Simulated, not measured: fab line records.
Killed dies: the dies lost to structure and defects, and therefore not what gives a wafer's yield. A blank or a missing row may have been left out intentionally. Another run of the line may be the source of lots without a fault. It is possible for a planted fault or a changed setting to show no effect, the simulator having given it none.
Which of the tools did it?	flow gf180mcu	11 lots, 33 wafers sampled, at 2 steps of a route of 602

## WHAT EACH GAUGE READ, for each wafer
GF_HV_LDD_THK_MEAS_57. Usual: HV_LDD_CVD_56_THK gives 89.8 nm (standard deviation 0.83).
lot	measured	on	HV_LDD_CVD_56_THK (nm)	flag
L412	day 12 23:29	film_metro-03	90.2 91.1 90.9	
L414	day 13 18:06	film_metro-03	90.4 90.3 90.5	
L415	day 13 23:23	film_metro-01	87.8 88.7 88.0	
L417	day 14 14:35	film_metro-03	90.1 89.4 89.8	
L419	day 15 03:50	film_metro-04	89.9 89.6 90.2	
L420	day 15 17:25	film_metro-04	90.0 89.7 89.8	
L421	day 15 22:34	film_metro-01	89.7 89.6 90.2	
L424	day 16 21:13	film_metro-01	89.4 90.2 89.3	
L427	day 17 22:11	film_metro-03	90.2 90.4 90.9	
L429	day 18 13:37	film_metro-01	119.6 119.3 118.9 119.6 119.3 118.8	OFF
L430	day 19 05:22	film_metro-03	119.1 118.6 119.1 119.1 118.5 119.1	OFF

## EACH LOT AND THE TOOL THAT RAN IT (in order: tool; ch and the chambers of the sampled wafers; start)
lot	GF_HV_LDD_CVD_56
L412	lpcvd-01 ch 1, day 12 22:03
L414	lpcvd-01 ch 1, day 13 16:39
L415	lpcvd-02 ch 0, day 13 21:57
L417	lpcvd-02 ch 1, day 14 13:09
L419	lpcvd-02 ch 0, day 15 02:24
L420	lpcvd-01 ch 0, day 15 15:58
L421	lpcvd-01 ch 1, day 15 21:09
L424	lpcvd-02 ch 0, day 16 19:48
L427	lpcvd-01 ch 0, day 17 20:43
L429	lpcvd-01 ch 0, day 18 12:11
L430	lpcvd-01 ch 0, day 19 03:55
- GF_HV_LDD_CVD_56: deposits Si3N4 from DCS/NH3, target thk 90 nm, time 1543 s.

## AS READ BY THE TOOLS THEMSELVES (means over the sampled wafers that have a number; for cases with no such wafer, the mark the record gives instead)
GF_HV_LDD_CVD_56. Usual: pressure_mtorr 250.0 mTorr, standard deviation 0.47; spike_tc_bottom_C 788.5 C, standard deviation 1.8; spike_tc_centre_C 769.1 C, standard deviation 1.3; spike_tc_lower_C 771.5 C, standard deviation 1.4; spike_tc_upper_C 769.2 C, standard deviation 1.5; susceptor_temp_C 770.0 C, standard deviation 0.32.
lot	tool	pressure_mtorr (mTorr)	spike_tc_bottom_C (C)	spike_tc_centre_C (C)	spike_tc_lower_C (C)	spike_tc_upper_C (C)	susceptor_temp_C (C)	flag
L412	lpcvd-01	250.3	787.9	769.4	771.6	767.2	770.1	
L414	lpcvd-01	250.4	788.5	770.7	770.7	767.9	770.0	
L415	lpcvd-02	249.4	790.7	767.9	770.4	769.5	770.4	
L417	lpcvd-02	250.4	788.3	770.0	771.8	771.5	769.9	
L419	lpcvd-02	249.7	790.3	767.7	771.0	769.3	770.1	
L420	lpcvd-01	249.9	786.5	767.8	773.6	769.2	770.0	
L421	lpcvd-01	249.4	788.2	770.1	771.6	767.8	770.4	
L424	lpcvd-02	250.4	790.3	767.7	770.7	769.4	770.2	
L427	lpcvd-01	249.9	786.3	769.4	772.7	770.2	769.8	
L429	lpcvd-01	250.1	801.1	784.2	787.7	785.5	770.0	OFF
L430	lpcvd-01	250.3	801.0	783.7	788.2	785.0	769.6	OFF

## THE ANSWER, worked out from the rows above alone
Rule: lot off if the mean of its wafers having a number is beyond 3 standard deviations from the usual mean. A lot without any number at a reading at which 4 lots or more have one is off too. Any other lot the step has rows for is counted as sound. Order of review: gauges by route order, followed by the tools' own readings, for which a lot's mean as printed above is used. The first step at which some lot is off is used, and at that step the reading that is off furthest; a lot without a number counts as furthest.
Off: L429, L430, seen at GF_HV_LDD_THK_MEAS_57 (HV_LDD_CVD_56_THK).
A tool fits if, at a process step before that reading, it ran every lot that is off, and no sound lot after the first of them. The gauges at GF_HV_LDD_THK_MEAS_57 aren't tried: what is off there is off at GF_HV_LDD_CVD_56 too, on other tools, and a gauge's error can't cause that. One fits: GF_HV_LDD_CVD_56 on lpcvd-01. A fault onset in the window from L427 (day 17 20:43, its last sound lot) to L429 (day 18 12:11, its first lot off) fits.
The tool's own readings at GF_HV_LDD_CVD_56 bear it out: on the lots that are off they differ by more than 5 times the standard deviation of the sound lots' means. spike_tc_bottom_C reads 801.0 C there against 788.6 C on the sound lots; spike_tc_centre_C reads 784.0 C there against 769.0 C on the sound lots; spike_tc_lower_C reads 788.0 C there against 771.6 C on the sound lots; spike_tc_upper_C reads 785.2 C there against 769.1 C on the sound lots.

## WHAT THE SIMULATOR HAD PUT IN
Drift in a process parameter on lpcvd-01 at GF_HV_LDD_CVD_56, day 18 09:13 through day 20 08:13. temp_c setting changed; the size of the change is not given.
Struck lots among those shown: L429, L430. The same result came from the rule above.
